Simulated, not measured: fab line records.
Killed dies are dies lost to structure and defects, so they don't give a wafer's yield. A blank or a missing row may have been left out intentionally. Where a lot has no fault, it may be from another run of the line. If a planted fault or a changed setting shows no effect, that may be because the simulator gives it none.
Matching of chambers | flow sky130 | cmp-01 running SKY_CONTACT_CMP_04: 4 sister chambers
The step polishes SiO2. 14 wafers are shown with their chamber, then 7 later ones without.

== EACH WAFER AND ITS CHAMBER ==
wafer  | chamber | motor current A (A) | time to endpoint s (s) | slurry flow ml min
L244.2 | 3       | 10.1                | 84                     | 150.6
L244.3 | 1       | 9.5                 | 82                     | 149.2
L244.4 | 2       | 14.5                | 82                     | 149.7
L246.1 | 0       | 12.2                | 81                     | 150.5
L246.2 | 2       | 14.0                | 86                     | 150.1
L246.6 | 3       | 10.5                | 84                     | 150.1
L256.1 | 3       | 10.4                | 79                     | 150.1
L256.4 | 0       | 12.4                | 78                     | 149.7
L256.6 | 0       | 12.8                | 76                     | 150.2
L258.1 | 3       | 10.7                | 76                     | 150.1
L258.2 | 1       | 9.9                 | 78                     | 151.1
L258.3 | 2       | 13.8                | 76                     | 149.9
L261.2 | 1       | 9.8                 | 85                     | 150.4
L261.4 | 2       | 15.8                | 82                     | 150.2

SIGNATURES, as means of the wafers listed above
reading            | chamber 0 | chamber 1 | chamber 2 | chamber 3 | scatter within a chamber
motor current A    | 12.467    | 9.733     | 14.525    | 10.425    | 0.537
time to endpoint s | 78.33     | 81.67     | 81.50     | 80.75     | 3.68
slurry flow ml min | 150.133   | 150.233   | 149.975   | 150.225   | 0.501
Rule: a wafer's distance from a chamber is the root of the sum, over the readings, of the square of ((its reading less the chamber's mean) divided by the reading's scatter). If the next closest chamber is less than 2 further off than the closest, the wafer can't be placed; otherwise it belongs to the closest. The scatter: take each reading less its chamber's mean, square it, sum over the shown wafers, divide by the number of wafers less the number of chambers, and take the root.

== WAFERS WHOSE CHAMBER IS MISSING ==
wafer  | motor current A (A) | time to endpoint s (s) | slurry flow ml min
L261.6 | 14.4                | 82                     | 149.8
L266.2 | 12.4                | 81                     | 149.8
L266.3 | 9.7                 | 80                     | 149.5
L266.4 | 10.4                | 82                     | 150.8
L267.1 | 9.5                 | 83                     | 149.2
L267.2 | 14.5                | 79                     | 150.5
L267.6 | 9.8                 | 81                     | 149.8

== WHICH CHAMBER EACH WENT THROUGH ==
wafer  | from the rows above     | in truth
L261.6 | 2                       | 2
L266.2 | 0                       | 0
L266.3 | can't be placed: 1 or 3 | 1
L266.4 | can't be placed: 3 or 1 | 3
L267.1 | can't be placed: 1 or 3 | 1
L267.2 | 2                       | 2
L267.6 | can't be placed: 1 or 3 | 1
3 of 7 placed correctly. Cannot be placed on the basis of these rows: 4; the candidates contain the true chamber in 4. Number placed wrongly: 0.
